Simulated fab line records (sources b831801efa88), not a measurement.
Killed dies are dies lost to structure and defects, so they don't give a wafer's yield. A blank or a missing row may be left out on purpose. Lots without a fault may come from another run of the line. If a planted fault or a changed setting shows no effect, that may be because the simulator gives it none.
Struck lot and sound lot, side by side -- flow gf180mcu -- 15 out of 602 route steps
Sound: these wafers, L836.1, L836.3, L836.6. Struck: wafer L847.1; the same lot's L847.5 was not struck, so it is left out; see the end for the cause.
For every step that has rows: the tool of each side, followed by ch and its chambers, followed by its first start. Under that, the readings that differ: sound wafers -- struck wafers -- difference of the means -- sigmas: that difference in standard deviations of wafers without a fault.
alike: words and numbers the same on both sides, and readings whose means are apart by under 2 such deviations; not compared: readings that were withheld, readings missing a value for some wafer, numbers with overlapping values and no deviation given by the record, and bounds like >300 which may hide the same value.
A row with sigmas, a row that says differs or no value, or rows on one side alone: a step with any of these is where the two part. Non-overlapping numbers with no deviation appear without sigmas and do not part them. A reading that every wafer of one side lacks parts them only if that side has two wafers or more.

GF_V2_OVL_MEAS_15:
  sound on overlay-02 at day 21 09:50; struck on overlay-01 at day 25 08:31
  alike: V2_OVL
GF_V2_ETCH_16: etches BARC in N2/H2.
  sound on rie-diel-04 ch 0,1, day 21 09:52; struck on rie-diel-03 ch 1, day 25 08:33
  alike: drypump-motor-current-A, oes-product-au, throttle-valve-pct
GF_V2_ETCH_17: etches SiO2 in C4F8/O2/Ar, stops on TiN, target depth 630 nm.
  sound: rie-diel-04 ch 0,1; struck: rie-diel-03 ch 1
  alike: oes-product-au
GF_V2_STRIP_18: strips in O2/N2.
  sound on plasma-asher-01 ch 1, day 21 10:00; struck on plasma-asher-03 ch 0, day 25 08:40
reading,sound,struck,difference,sigmas
oes-product-au (a.u.),0.596 0.597 0.600,0.580,-0.018,-4
  alike: drypump-motor-current-A, heater-power-w, o2-flow-sccm
  not compared: rf-hours-counter-h
then, 5 steps without rows for these wafers: GF_V2_STRIP_19 (strips in post etch residue remover, time 1200 s); GF_V2_CLEAN_20 (cleans in DIW); GF_V2_SPUTTER_21 (material Ti, target thk 15 nm, time 80.02 s); GF_V2_SPUTTER_22 (material TiN, target thk 10 nm, time 40 s); GF_V2_CVD_23 (deposits W, target thk 350 nm, time 104.94 s).
GF_V2_RS_MEAS_24: the measuring method here is four-point-probe.
  sound on film-metro-04 at day 21 10:44; struck on film-metro-04 at day 25 09:25
  alike: V2_W_RS
GF_V2_THK_MEAS_25: measures by xrf.
  sound on film-metro-04 at day 21 10:52; struck on film-metro-04 at day 25 09:32
  alike: V2_W_THK
GF_V2_CMP_26: polishes, stops on SiO2, t overpolish 15 s, target thk 0 nm.
  sound on cmp-01 ch 0,1,2, day 21 10:58; struck on cmp-01 ch 1, day 25 09:36
  alike: motor-current-A, overpolish-run-s, time-to-endpoint-s
GF_M3_SPUTTER_00: material Ti, target thk 37.5 nm, time 150 s.
  sound on pvd-sputter-02 at day 21 11:13; struck on pvd-sputter-02 at day 25 09:54
reading,sound,struck,difference,sigmas
model.Ti_of_M3_SPUTTER_00.thk-nm (nm),36.91 37.09 37.03,34.24,-2.77,
  alike: throttle-valve-pct
GF_M3_SPUTTER_01: material TiN, target thk 30 nm, time 25 s.
  sound on pvd-sputter-02 at day 21 11:20; struck on pvd-sputter-02 at day 25 10:00
  alike: throttle-valve-pct
GF_PASSIVATION_PROBE_99:
  the record has rows for the sound wafers here (prober-02, day 29 22:47) and none for the struck ones

## WHERE THEY PART
Earliest at GF_V2_STRIP_18; latest, in this record, at GF_PASSIVATION_PROBE_99.

WHY: the cause the simulator had injected
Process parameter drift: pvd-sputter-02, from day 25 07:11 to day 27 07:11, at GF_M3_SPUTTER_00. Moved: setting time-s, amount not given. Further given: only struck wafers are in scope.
